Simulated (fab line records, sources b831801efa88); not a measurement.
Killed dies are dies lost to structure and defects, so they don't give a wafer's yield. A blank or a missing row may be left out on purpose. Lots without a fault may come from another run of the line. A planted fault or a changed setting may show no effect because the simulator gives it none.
Which tool did it? | flow sky130 | 13 lots, 39 wafers sampled, at 3 steps of a route of 708

WHAT THE GAUGES READ, wafer by wafer
SKY_SD_N_RS_MEAS_16: measures by four-point-probe.
lot  | measured     | on            | SD_N_RS (ohm/sq)
L171 | day 27 20:40 | film_metro-03 | 68.45 68.39 68.36
L172 | day 27 23:19 | film_metro-03 | 68.54 68.36 68.39
L173 | day 28 02:05 | film_metro-03 | 68.50 68.49 68.46
L174 | day 29 01:29 | film_metro-04 | 68.34 68.31 68.30
L176 | day 29 16:21 | film_metro-01 | 68.57 68.73 68.53
L181 | day 32 09:20 | film_metro-04 | 68.44 68.43 68.53
L180 | day 32 16:36 | film_metro-01 | 68.58 68.56 68.71
L183 | day 32 14:02 | film_metro-01 | 68.66 68.61 68.48
L185 | day 32 14:23 | film_metro-03 | 68.63 68.59 68.44
L186 | day 32 17:26 | film_metro-03 | 68.54 68.36 68.46
L188 | day 33 07:37 | film_metro-03 | 68.58 68.55 68.51
L189 | day 33 11:48 | film_metro-04 | 68.66 68.38 68.58
L194 | day 36 00:16 | film_metro-03 | 68.57 68.33 68.44

SKY_LOCAL_INTERCONNECT_OVL_MEAS_12.
lot  | measured     | on         | LOCAL_INTERCONNECT_OVL (nm)
L171 | day 30 08:47 | overlay-02 | -12 0 -8
L172 | day 30 10:13 | overlay-02 | -8 -7 2
L173 | day 30 12:52 | overlay-01 | -9 1 -15
L174 | day 31 11:02 | overlay-02 | -3 -10 -6
L176 | day 32 02:07 | overlay-02 | 1 7 0
L181 | day 34 17:29 | overlay-02 | -5 0 1
L180 | day 34 22:44 | overlay-02 | 1 6 -2
L183 | day 34 22:29 | overlay-02 | 9 -2 6
L185 | day 34 22:43 | overlay-01 | -5 -4 -2
L186 | day 35 00:01 | overlay-01 | 6 -1 -5
L188 | day 35 15:13 | overlay-01 | -10 0 -7
L189 | day 35 19:07 | overlay-01 | -7 -9 -8
L194 | day 38 06:58 | overlay-01 | 6 4 -6

WHICH TOOL RAN EACH LOT (tool, then ch and the chambers of the sampled wafers, then the start)
lot  | SKY_PWDE_IMPLANT_08
L171 | implanter-02 ch 0, day 3 20:42
L172 | implanter-04 ch 0, day 4 02:57
L173 | implanter-03 ch 0, day 4 08:55
L174 | implanter-04 ch 0, day 4 19:52
L176 | implanter-03 ch 0, day 5 05:55
L181 | implanter-02 ch 0, day 6 05:37
L180 | implanter-04 ch 0, day 6 06:24
L183 | implanter-03 ch 0, day 6 15:28
L185 | implanter-03 ch 0, day 7 03:21
L186 | implanter-04 ch 0, day 7 07:51
L188 | implanter-03 ch 0, day 7 23:03
L189 | implanter-03 ch 0, day 8 01:12
L194 | implanter-02 ch 0, day 9 09:25
- SKY_PWDE_IMPLANT_08

WHAT THE TOOLS THEMSELVES READ (means of the sampled wafers that have a number; where no wafer has one, the mark that the record gives instead)
SKY_PWDE_IMPLANT_08.
lot  | tool         | beam_energy_keV
L171 | implanter-02 | 150.00
L172 | implanter-04 | 149.98
L173 | implanter-03 | 150.00
L174 | implanter-04 | 150.00
L176 | implanter-03 | 150.03
L181 | implanter-02 | 149.96
L180 | implanter-04 | 150.02
L183 | implanter-03 | 150.00
L185 | implanter-03 | 128.01
L186 | implanter-04 | 149.96
L188 | implanter-03 | 127.99
L189 | implanter-03 | 128.00
L194 | implanter-02 | 150.01

THE ANSWER, worked out from the rows above alone
Rule: what is usual is taken from the lots themselves. Put in order of their means at a reading, lots are off if they are a third of the lots or fewer, leave a main group of 4 or more, and stand apart from it by a gap of 3 or more times the standard deviation of the main group's means; of several such gaps the widest counts. A main group whose means are all the same, to the digits that the tables above print for the reading, isn't used. A lot without any number at a reading at which 4 lots or more have one is off too. The other lots that the step has rows for count as sound. The gauges are gone through in route order, then the tools' own readings, and for those a lot's mean is taken as printed above. The first step at which some lot is off is used, and at that step the reading that is off furthest; a lot without a number counts as furthest.
Off: L185, L188, L189, at SKY_PWDE_IMPLANT_08 (beam_energy_keV). The main group: mean 150.00, standard deviation 0.022.
A tool fits if, at that step or a process step before it, it ran every lot that is off, and no sound lot after the first of them. One fits: implanter-03 at SKY_PWDE_IMPLANT_08. Its last sound lot is L183 (day 6 15:28), its first lot that is off L185 (day 7 03:21): a fault that began between those two fits.
The tool's own readings at SKY_PWDE_IMPLANT_08 bear it out: on the lots that are off they differ by more than 5 times the standard deviation of the sound lots' means. beam_energy_keV reads 128.00 there against 150.00 on the sound lots.

WHAT THE SIMULATOR HAD PUT IN
Process parameter drift: implanter-03, from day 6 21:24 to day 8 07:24, at SKY_PWDE_IMPLANT_08. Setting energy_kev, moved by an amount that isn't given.
Lots struck among those shown: L185, L188, L189. The rule above found the same.
